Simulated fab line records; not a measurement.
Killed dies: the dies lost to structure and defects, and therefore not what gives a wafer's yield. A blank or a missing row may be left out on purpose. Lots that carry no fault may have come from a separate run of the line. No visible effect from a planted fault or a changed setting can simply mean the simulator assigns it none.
fab line records ; flow sfq-line
record lots=6; wafers=17; last-day=92
route steps=325 shown I2@107 M3@118
lots that met no fault: taken from a fault-free run of the same line
start-h: hours from the record's first day to the start of the lot's first wafer shown ; wait-h: hours from the lot's prior step to this one ; " unchanged from the row above ; L1.1+2: several wafers, shown together as one row ; - no value, or no start given ; * or withheld: withheld ; < > ~ a bound
route shown NAME@n: NAME is a module with steps in the file, n the number in the route of the first one ; usual: mean and standard deviation over wafers with no fault ; same: alike in all rows ; chamber/n: place in a boat ; sites: per-site readings ; _std_site: how widely they spread, as a standard deviation ; _edge_site: outer sites' mean less inner sites' ; radius-mm: how far each site lies from the wafer's centre ; mask NAME#n: copy n ; behind: the most recent tool/chamber to have shaped the wafer ; hold: the reason the lot was held/the length of the hold in hours/how it ended ; device: which transistor (n, p or np) failed to switch ; end of line: at the end of the route, the tests of the same wafers ; a step given without rows: its recipe and nothing more ; killed: dies lost to structure and defects at the first sort, not the wafer's yield ; map: per-die view of a wafer (x killed, . not killed, _ where there is no die)
set.NAME: setting as actually run; set.NAME@STEP: the setting as run at that earlier step ; model.NAME: the simulator's own value behind a step, which no gauge read
lots at some steps of the route; a table a step, a row a wafer
services: a tool's chamber out of use, with start hour (start-h, from the record's first day; less than 0 if before it), hours out, and reason
## steps
# step SFQ_TRILAYER_I2_VIA_LITHO_COAT_072
# recipe resist=BARC; spin-rpm=3000; resist-thk-nm=62
# step SFQ_TRILAYER_I2_VIA_LITHO_COAT_067
# recipe resist=KrF; spin-rpm=3000; resist-thk-nm=650
# step SFQ_TRILAYER_I2_VIA_LITHO_SOFTBAKE_071
# recipe temp-c=withheld; time-s=withheld; resist=KrF
# step SFQ_TRILAYER_I2_VIA_LITHO_EXPOSE_068
# recipe mask-id=I2; na=0.6; source-shape=conventional; sigma-outer=0.65; target-cd-nm=500; dose-mj=21.3
# step SFQ_TRILAYER_I2_VIA_LITHO_PEB_070
# recipe peb-temp-c=115; peb-time-s=60; resist=KrF
# step SFQ_TRILAYER_I2_VIA_LITHO_DEVELOP_069
# recipe time-s=60; resist=KrF
# step SFQ_I2_OVL_MEAS_918
# usual I2_OVL=-2/5.3
lot.wafer;tool;chamber;start-h;wait-h;I2_OVL[nm]
L792.2;overlay-01;-;788.88;0.1;3
L792.3;overlay-01;-;788.88;0.1;2
L792.5;overlay-01;-;788.88;0.1;3
L794.2;overlay-01;-;806.88;0.1;-5
L794.4;overlay-01;-;806.88;0.1;-1
L796.1;overlay-02;-;837.00;0.1;-7
L796.2;overlay-02;-;837.00;0.1;-1
L796.4;overlay-02;-;837.00;0.1;-2
L803.1;overlay-01;-;916.20;0.1;-8
L803.3;overlay-01;-;916.20;0.1;-6
L803.5;overlay-01;-;916.20;0.1;-9
L804.1;overlay-01;-;925.93;0.1;-2
L804.2;overlay-01;-;925.93;0.1;1
L804.6;overlay-01;-;925.93;0.1;0
L805.1;overlay-02;-;935.53;0.1;-1
L805.4;overlay-02;-;935.53;0.1;0
L805.6;overlay-02;-;935.53;0.1;3
# step SFQ_TRILAYER_I2_VIA_BARC_OPEN_VIA_ETCH_096
# recipe mask-material=PR; chemistry=O2; target-depth-nm=125; target=BARC; source-w=500; bias-w=80; pressure-mtorr=30; time-s=41.7
# usual drypump-motor-current-A=5.8/0.44; oes-product-au=0.686/0.0046
# same time-s=41.7
lot.wafer;tool;chamber;start-h;wait-h;drypump-motor-current-A;oes-product-au;rf-hours-counter-h
L792.2;rie-diel-01;0;788.91;0.0;5.6;0.688;6.4
L792.3;rie-diel-01;3;788.91;0.0;6.7;0.684;4.2
L792.5;rie-diel-01;2;788.91;0.0;5.9;0.678;-
L794.2;rie-diel-01;1;806.91;0.0;5.4;0.693;6.3
L794.4;rie-diel-01;2;806.91;0.0;5.9;0.688;3.1
L796.1;rie-diel-03;1;837.03;0.0;6.5;0.681;7.4
L796.2;rie-diel-03;0;837.03;0.0;5.3;0.683;8.3
L796.4;rie-diel-03;2;837.03;0.0;5.9;0.679;12.2
L803.1;rie-diel-03;1;916.24;0.0;6.5;0.672;8.2
L803.3;rie-diel-03;0;916.24;0.0;5.3;0.690;9.1
L803.5;rie-diel-03;2;916.24;0.0;5.9;0.678;-
L804.1;rie-diel-01;3;925.96;0.0;6.7;0.683;5.7
L804.2;rie-diel-01;1;925.96;0.0;5.3;0.679;7.5
L804.6;rie-diel-01;1;925.96;0.0;5.3;0.686;-
L805.1;rie-diel-03;2;935.56;0.0;5.9;0.690;13.4
L805.4;rie-diel-03;1;935.56;0.0;6.5;0.694;8.4
L805.6;rie-diel-03;1;935.56;0.0;6.5;0.680;-
# step SFQ_TRILAYER_I2_VIA_ETCH_VIA_ETCH_070
# recipe target=SiO2; stop-on=Nb; mask-material=PR; taper-deg=20; chemistry=CHF3; target-depth-nm=260; source-w=500; bias-w=80; pressure-mtorr=30; time-s=withheld
# usual drypump-motor-current-A=5.8/0.44; oes-product-au=0.855/0.0056
lot.wafer;tool;chamber;start-h;wait-h;drypump-motor-current-A;oes-product-au
L792.2;rie-diel-01;0;788.95;0.0;5.6;0.852
L792.3;rie-diel-01;3;788.95;0.0;6.7;0.857
L792.5;rie-diel-01;2;788.95;0.0;5.9;0.853
L794.2;rie-diel-01;1;806.95;0.0;5.3;0.864
L794.4;rie-diel-01;2;806.95;0.0;5.9;0.859
L796.1;rie-diel-03;1;837.07;0.0;6.5;0.842
L796.2;rie-diel-03;0;837.07;0.0;5.3;0.864
L796.4;rie-diel-03;2;837.07;0.0;5.9;0.849
L803.1;rie-diel-03;1;916.28;0.0;6.5;0.849
L803.3;rie-diel-03;0;916.28;0.0;5.3;0.857
L803.5;rie-diel-03;2;916.28;0.0;5.9;0.854
L804.1;rie-diel-01;3;926.00;0.0;6.6;0.854
L804.2;rie-diel-01;1;926.00;0.0;5.3;0.857
L804.6;rie-diel-01;1;926.00;0.0;5.3;0.855
L805.1;rie-diel-03;2;935.60;0.0;5.9;0.854
L805.4;rie-diel-03;1;935.60;0.0;6.5;0.857
L805.6;rie-diel-03;1;935.60;0.0;6.5;0.843
# step SFQ_TRILAYER_I2_VIA_STRIP_STRIP_071
# recipe gas=O2; power-w=200; platen-temp-c=40; overash-fraction=0.65; chemistry=O2; pressure-mtorr=50
# usual drypump-motor-current-A=5.78/0.23; oes-product-au=1.002/0.0079
lot.wafer;tool;chamber;start-h;wait-h;drypump-motor-current-A;oes-product-au;rf-hours-counter-h
L792.2;rie-metal-03;0;789.06;-;5.88;0.990;101
L792.3;rie-metal-03;0;789.06;-;5.89;0.995;-
L792.5;rie-metal-03;1;789.06;-;5.77;1.001;-
L794.2;rie-metal-01;1;807.06;-;5.45;0.993;89
L794.4;rie-metal-01;0;807.06;-;5.51;1.012;-
L796.1;rie-metal-03;1;837.19;-;5.76;1.005;69
L796.2;rie-metal-03;0;837.19;-;5.91;0.994;106
L796.4;rie-metal-03;0;837.19;-;5.89;0.994;-
L803.1;rie-metal-03;0;916.39;-;5.90;1.000;114
L803.3;rie-metal-03;0;916.39;-;5.91;0.995;-
L803.5;rie-metal-03;1;916.39;-;5.76;1.002;-
L804.1;rie-metal-03;0;926.12;-;5.87;1.002;116
L804.2;rie-metal-03;1;926.12;-;5.78;0.994;79
L804.6;rie-metal-03;0;926.12;-;5.89;0.996;-
L805.1;rie-metal-04;1;935.72;-;6.21;0.997;76
L805.4;rie-metal-04;1;935.72;-;6.22;1.006;-
L805.6;rie-metal-04;1;935.72;-;6.17;1.011;-
# step SFQ_TRILAYER_I2_VIA_STRIP_SOLV_CLEAN_072
# recipe chemistry=NMP; temp-c=70; time-s=600
# step SFQ_TRILAYER_M3_DEP_PRE_CLEAN_074
# recipe gas=Ar; time-s=22.5; bias-v=250
# step SFQ_TRILAYER_M3_DEP_SPUTTER_073
# recipe material=Nb; base-pressure-pa=1.33e-06; chamber-pressure-pa=0.1333; substrate-temp-c=20; resputter-cathode-voltage-v=400; target-thk-nm=200; power-w=2000; time-s=133.3
# usual throttle-valve-pct=30.5/0.95
lot.wafer;tool;chamber;start-h;wait-h;throttle-valve-pct;model.Nb_of_TRILAYER_M3_DEP_SPUTTER_073.thk-nm
L792.2;pvd-sputter-04;-;789.88;0.0;29.0;202.4
L792.3;pvd-sputter-04;-;789.88;0.0;30.8;193.4
L792.5;pvd-sputter-04;-;789.88;0.0;30.9;201.3
L794.2;pvd-sputter-04;-;808.08;0.0;31.5;198
L794.4;pvd-sputter-04;-;808.08;0.0;30.8;192.9
L796.1;pvd-sputter-03;-;837.99;0.0;28.9;205.1
L796.2;pvd-sputter-03;-;837.99;0.0;31.7;203
L796.4;pvd-sputter-03;-;837.99;0.0;30.8;204.8
L803.1;pvd-sputter-03;-;917.20;0.0;29.5;200.9
L803.3;pvd-sputter-03;-;917.20;0.0;30.8;199.4
L803.5;pvd-sputter-03;-;917.20;0.0;31.8;199.6
L804.1;pvd-sputter-04;-;926.92;0.0;29.1;200.8
L804.2;pvd-sputter-04;-;926.92;0.0;30.7;197.6
L804.6;pvd-sputter-04;-;926.92;0.0;29.3;201.1
L805.1;pvd-sputter-06;-;936.52;0.0;29.0;198.2
L805.4;pvd-sputter-06;-;936.52;0.0;31.2;199.5
L805.6;pvd-sputter-06;-;936.52;0.0;30.2;199.9
# step SFQ_M3_RS_MEAS_919
# recipe thk-meas-gauge=four-point-probe; reads=Nb_of_TRILAYER_M3_DEP_SPUTTER_073
# usual M3_NB_RS=0.891/0.009
lot.wafer;tool;chamber;start-h;wait-h;M3_NB_RS[ohm/sq]
L792.2;film-metro-03;-;789.99;0.1;0.880
L792.3;film-metro-03;-;789.99;0.1;0.920
L792.5;film-metro-03;-;789.99;0.1;0.885
L794.2;film-metro-04;-;808.19;0.1;0.899
L794.4;film-metro-04;-;808.19;0.1;0.924
L796.1;film-metro-04;-;838.08;0.0;0.866
L796.2;film-metro-04;-;838.08;0.0;0.874
L796.4;film-metro-04;-;838.08;0.0;0.866
L803.1;film-metro-03;-;917.29;0.0;0.883
L803.3;film-metro-03;-;917.29;0.0;0.894
L803.5;film-metro-03;-;917.29;0.0;0.894
L804.1;film-metro-01;-;927.01;0.0;0.885
L804.2;film-metro-01;-;927.01;0.0;0.899
L804.6;film-metro-01;-;927.01;0.0;0.883
L805.1;film-metro-01;-;936.61;0.0;0.897
L805.4;film-metro-01;-;936.61;0.0;0.891
L805.6;film-metro-01;-;936.61;0.0;0.889
# step SFQ_TRILAYER_M3_LITHO_COAT_080
# recipe resist=BARC; spin-rpm=3000; resist-thk-nm=62
# step SFQ_TRILAYER_M3_LITHO_COAT_075
# recipe resist=KrF; spin-rpm=3000; resist-thk-nm=600
# step SFQ_TRILAYER_M3_LITHO_SOFTBAKE_079
# recipe temp-c=withheld; time-s=withheld; resist=KrF
# step SFQ_TRILAYER_M3_LITHO_EXPOSE_076
# recipe mask-id=M3; na=0.6; source-shape=conventional; sigma-outer=0.65; target-cd-nm=500; dose-mj=14.4
# step SFQ_TRILAYER_M3_LITHO_PEB_078
# recipe peb-temp-c=115; peb-time-s=60; resist=KrF
# step SFQ_TRILAYER_M3_LITHO_DEVELOP_077
# recipe time-s=60; resist=KrF
# step SFQ_M3_OVL_MEAS_921
# usual M3_OVL=-1/6.1
lot.wafer;tool;chamber;start-h;wait-h;M3_OVL[nm]
L792.2;overlay-01;-;936.73;0.1;4
L792.3;overlay-01;-;936.73;0.1;12
L792.5;overlay-01;-;936.73;0.1;10
L794.2;overlay-01;-;954.86;0.1;0
L794.4;overlay-01;-;954.86;0.1;8
L796.1;overlay-02;-;986.28;0.1;-3
L796.2;overlay-02;-;986.28;0.1;-13
L796.4;overlay-02;-;986.28;0.1;-11
L803.1;overlay-01;-;1077.75;0.1;-4
L803.3;overlay-01;-;1077.75;0.1;-4
L803.5;overlay-01;-;1077.75;0.1;1
L804.1;overlay-01;-;1084.95;0.1;2
L804.2;overlay-01;-;1084.95;0.1;3
L804.6;overlay-01;-;1084.95;0.1;0
L805.1;overlay-01;-;1095.47;0.1;-14
L805.4;overlay-01;-;1095.47;0.1;-3
L805.6;overlay-01;-;1095.47;0.1;-2
# step SFQ_TRILAYER_M3_BARC_OPEN_METAL_ETCH_100
# recipe mask-material=PR; chemistry=O2; target-depth-nm=125; target=BARC; icp-w=600; bias-w=80; pressure-mtorr=10; time-s=41.7
# usual drypump-motor-current-A=5.8/0.34; oes-product-au=0.685/0.0044
# same time-s=41.7
lot.wafer;tool;chamber;start-h;wait-h;drypump-motor-current-A;oes-product-au;rf-hours-counter-h
L792.2;rie-metal-02;0;936.76;0.0;5.5;0.685;47
L792.3;rie-metal-02;0;936.76;0.0;5.5;0.691;-
L792.5;rie-metal-02;0;936.76;0.0;5.5;0.682;-
L794.2;rie-metal-04;0;954.89;0.0;5.8;0.690;113
L794.4;rie-metal-04;0;954.89;0.0;5.8;0.695;-
L796.1;rie-metal-04;0;986.32;0.0;5.8;0.684;117
L796.2;rie-metal-04;1;986.32;0.0;6.2;0.684;83
L796.4;rie-metal-04;1;986.32;0.0;6.2;0.688;-
L803.1;rie-metal-01;1;1077.78;0.0;5.4;0.688;121
L803.3;rie-metal-01;1;1077.78;0.0;5.4;0.685;-
L803.5;rie-metal-01;1;1077.78;0.0;5.4;0.683;-
L804.1;rie-metal-02;0;1084.98;0.0;5.5;0.691;66
L804.2;rie-metal-02;1;1084.98;0.0;6.3;0.685;126
L804.6;rie-metal-02;1;1084.98;0.0;6.3;0.680;-
L805.1;rie-metal-02;0;1095.50;0.0;5.5;0.691;68
L805.4;rie-metal-02;0;1095.50;0.0;5.5;0.685;-
L805.6;rie-metal-02;0;1095.50;0.0;5.5;0.690;-
# step SFQ_TRILAYER_M3_ETCH_METAL_ETCH_078
# recipe target=Nb; stop-on=SiO2; mask-material=PR; chemistry=Cl2/Ar; target-depth-nm=240; icp-w=600; bias-w=80; pressure-mtorr=10; time-s=120
# usual drypump-motor-current-A=5.8/0.34; oes-product-au=0.893/0.0071
# same time-s=120
lot.wafer;tool;chamber;start-h;wait-h;drypump-motor-current-A;oes-product-au;rf-hours-counter-h;model.M3.feature-depth-nm;model.etch.depth-nm
L792.2;rie-metal-02;0;936.82;0.0;5.5;0.898;47;202.4;202.4
L792.3;rie-metal-02;0;936.82;0.0;5.5;0.869;-;193.4;193.4
L792.5;rie-metal-02;0;936.82;0.0;5.4;0.901;-;201.3;201.3
L794.2;rie-metal-04;0;954.95;0.0;5.8;0.889;113;198;198
L794.4;rie-metal-04;0;954.95;0.0;5.8;0.864;-;192.9;192.9
L796.1;rie-metal-04;0;986.38;0.0;5.8;0.904;117;205.1;205.1
L796.2;rie-metal-04;1;986.38;0.0;6.1;0.913;83;203;203
L796.4;rie-metal-04;1;986.38;0.0;6.1;0.907;-;204.8;204.8
L803.1;rie-metal-01;1;1077.84;0.0;5.4;0.895;121;200.9;200.9
L803.3;rie-metal-01;1;1077.84;0.0;5.4;0.893;-;199.4;199.4
L803.5;rie-metal-01;1;1077.84;0.0;5.4;0.898;-;199.6;199.6
L804.1;rie-metal-02;0;1085.04;0.0;5.5;0.893;67;200.8;200.8
L804.2;rie-metal-02;1;1085.04;0.0;6.3;0.892;126;197.6;197.6
L804.6;rie-metal-02;1;1085.04;0.0;6.3;0.903;-;201.1;201.1
L805.1;rie-metal-02;0;1095.56;0.0;5.5;0.885;68;198.2;198.2
L805.4;rie-metal-02;0;1095.56;0.0;5.5;0.894;-;199.5;199.5
L805.6;rie-metal-02;0;1095.56;0.0;5.5;0.891;-;199.9;199.9
# step SFQ_TRILAYER_M3_STRIP_STRIP_079
# recipe gas=O2; power-w=200; platen-temp-c=40; overash-fraction=0.65; chemistry=O2; pressure-mtorr=50
# usual drypump-motor-current-A=5.8/0.34; oes-product-au=1.003/0.0075
lot.wafer;tool;chamber;start-h;wait-h;drypump-motor-current-A;oes-product-au;rf-hours-counter-h
L792.2;rie-metal-02;0;936.95;0.1;5.5;1.009;47
L792.3;rie-metal-02;0;936.95;0.1;5.5;1.004;-
L792.5;rie-metal-02;0;936.95;0.1;5.5;1.004;-
L794.2;rie-metal-04;0;955.07;0.1;5.8;1.002;113
L794.4;rie-metal-04;0;955.07;0.1;5.8;1.003;-
L796.1;rie-metal-04;0;986.50;0.1;5.8;1.001;117
L796.2;rie-metal-04;1;986.50;0.1;6.2;1.008;83
L796.4;rie-metal-04;1;986.50;0.1;6.1;1.004;-
L803.1;rie-metal-01;1;1077.97;0.1;5.5;0.989;121
L803.3;rie-metal-01;1;1077.97;0.1;5.4;0.988;-
L803.5;rie-metal-01;1;1077.97;0.1;5.5;0.990;-
L804.1;rie-metal-02;0;1085.17;0.1;5.5;1.011;67
L804.2;rie-metal-02;1;1085.17;0.1;6.3;1.004;126
L804.6;rie-metal-02;1;1085.17;0.1;6.3;0.994;-
L805.1;rie-metal-02;0;1095.69;0.1;5.4;1.000;68
L805.4;rie-metal-02;0;1095.69;0.1;5.5;1.000;-
L805.6;rie-metal-02;0;1095.69;0.1;5.5;1.000;-
## services
tool;chamber;start-h;hours;kind
pvd-sputter-04;-;768.68;20.8;repair
rie-diel-03;-;774.36;4.3;pm
rie-diel-03;1;791.11;5.2;repair
rie-diel-03;1;804.22;5.2;repair
rie-diel-03;0;819.00;10.3;repair
rie-metal-03;-;821.86;2.8;pm
pvd-sputter-04;-;828.63;9.4;repair
rie-diel-01;-;845.60;2.8;pm
pvd-sputter-03;-;847.85;1.1;repair
rie-diel-01;1;863.12;9.8;repair
rie-metal-02;0;871.02;13.8;repair
rie-metal-02;1;891.52;1.6;repair
rie-diel-03;3;900.75;1.5;repair
pvd-sputter-04;-;907.09;1.7;repair
rie-diel-01;1;911.05;9.5;repair
pvd-sputter-04;-;965.09;8.9;repair
rie-diel-03;3;966.95;4.4;repair
rie-diel-03;1;982.83;4.6;repair
rie-diel-03;2;1018.31;3.8;repair
rie-metal-04;-;1038.78;0.9;repair
rie-metal-03;-;1045.41;0.5;repair
rie-diel-03;0;1048.70;6.8;repair
rie-metal-02;-;1053.20;2.8;pm
rie-metal-01;1;1062.94;5.3;repair
## key
first-sign step=SFQ_M3_RS_MEAS_919; reading=M3_NB_RS; direction=up; sigmas=3.5; usual=0.891; struck=0.922
effect step=SFQ_TRILAYER_M3_ETCH_METAL_ETCH_078; reading=oes-product-au; direction=down; sigmas=3.8; usual=0.893; struck=0.867
model-effect step=SFQ_TRILAYER_M3_DEP_SPUTTER_073; value=Nb_of_TRILAYER_M3_DEP_SPUTTER_073.thk-nm; without=200.1; struck=193.1
model-effect step=SFQ_TRILAYER_M3_ETCH_METAL_ETCH_078; value=M3.feature-depth-nm; without=200.1; struck=193.1
met-at SFQ_TRILAYER_M3_DEP_SPUTTER_073
struck-wafers L792.3,L794.4
fault kind=process-parameter-drift; tool=pvd-sputter-04; chamber=-; onset-h=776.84; steps=SFQ_TRILAYER_M3_DEP_SPUTTER_073; channel=time-s; offset=*; shape=step; end-h=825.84; scope=struck-wafers-only; acts-in=*; stated=*
